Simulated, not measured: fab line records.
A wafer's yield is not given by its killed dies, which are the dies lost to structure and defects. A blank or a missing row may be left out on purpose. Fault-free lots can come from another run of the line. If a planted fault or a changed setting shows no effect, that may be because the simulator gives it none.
One fault through the eyes of 2 desks | flow gf180mcu | what lay behind the numbers comes last; until then each desk has only its own

== AT THE TOOL OWNER'S DESK: litho-track-04 ==
The tool's own readings at GF_STI_DEVELOP_11 (develop time 60 s): means of the sampled wafers that have a number, for each lot that ran on this tool. A lot is out of limits, marked OUT, if its mean lies more than 4 standard deviations from the usual mean; the brackets give that distance.
Columns: A = developer-temp-C at GF_STI_DEVELOP_11, usual 20.99 C
lot  | first seen here | A
L619 | day 2 18:42     | 21.01
L621 | day 3 02:32     | 20.93
L622 | day 3 08:17     | 20.95
L625 | day 3 23:27     | 20.92
L627 | day 4 09:53     | 21.08
L628 | day 4 14:42     | 21.76 (+8.7) OUT
L629 | day 4 19:54     | 21.75 (+8.6) OUT
Finding of this desk: L628, L629 out of limits; the first was L628 at day 4 14:42, on developer-temp-C at GF_STI_DEVELOP_11. L619, L621, L622, L625, L627 stayed within limits.

== THE METROLOGY DESK ==
What the gauges read, lot by lot, whatever tool the lot ran on: means of the sampled wafers that have a number. A lot is out of limits, marked OUT, if its mean lies more than 4 standard deviations from the usual mean; the brackets give that distance.
Columns: A = STI_OXIDATION_01_THK at GF_STI_THK_MEAS_22, usual 14.94 nm; B = VT_IMPLANT_02_OVL at GF_VT_IMPLANT_OVL_MEAS_29, usual 0.3 nm; C = DUAL_GATE_OXIDATION_00_THK at GF_DUAL_GATE_THK_MEAS_03, usual 10.79 nm
lot  | first seen here | A     | B    | C
L617 | day 2 09:36     | 15.21 | 0.2  | 10.98
L620 | day 3 00:55     | 14.97 | -0.3 | 10.44
L619 | day 3 00:55     | 15.32 | -0.9 | 10.91
L621 | day 3 06:06     | 15.12 | 1.6  | 10.97
L622 | day 3 11:30     | 14.88 | -0.5 | 11.30
L624 | day 3 22:59     | 14.94 | -0.1 | 11.04
L625 | day 4 01:26     | 14.69 | 0.3  | 10.90
L627 | day 4 12:04     | 15.22 | 1.0  | 10.68
L628 | day 4 18:20     | 14.80 | -2.2 | 11.04
L629 | day 4 22:16     | 14.93 | 1.4  | 10.72
L630 | day 5 06:25     | 14.87 | -1.8 | 10.66
L636 | day 6 10:40     | 14.42 | -1.4 | 10.88
L638 | day 6 20:01     | 15.01 | 1.3  | 10.83
L639 | day 7 01:28     | 14.97 | 1.0  | 10.89
This desk's verdict: no lot among the 14 shows anything out of limits.

== PUT TOGETHER ==
On L628, L629, at day 4 14:42, an alarm was possible from the tool owner's desk.
From the metrology desk's view, nothing was out of limits.
The metrology desk has L628, L629 on record, within its limits.
On litho-track-04, each named lot ran GF_STI_DEVELOP_11.

== WHAT THE SIMULATOR HAD PUT IN ==
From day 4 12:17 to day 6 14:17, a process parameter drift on litho-track-04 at GF_STI_DEVELOP_11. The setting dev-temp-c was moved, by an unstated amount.
Shown lots that were struck: L628, L629.
Each desk's first reading out of limits, in hours after the fault started: the tool owner's desk, 2.
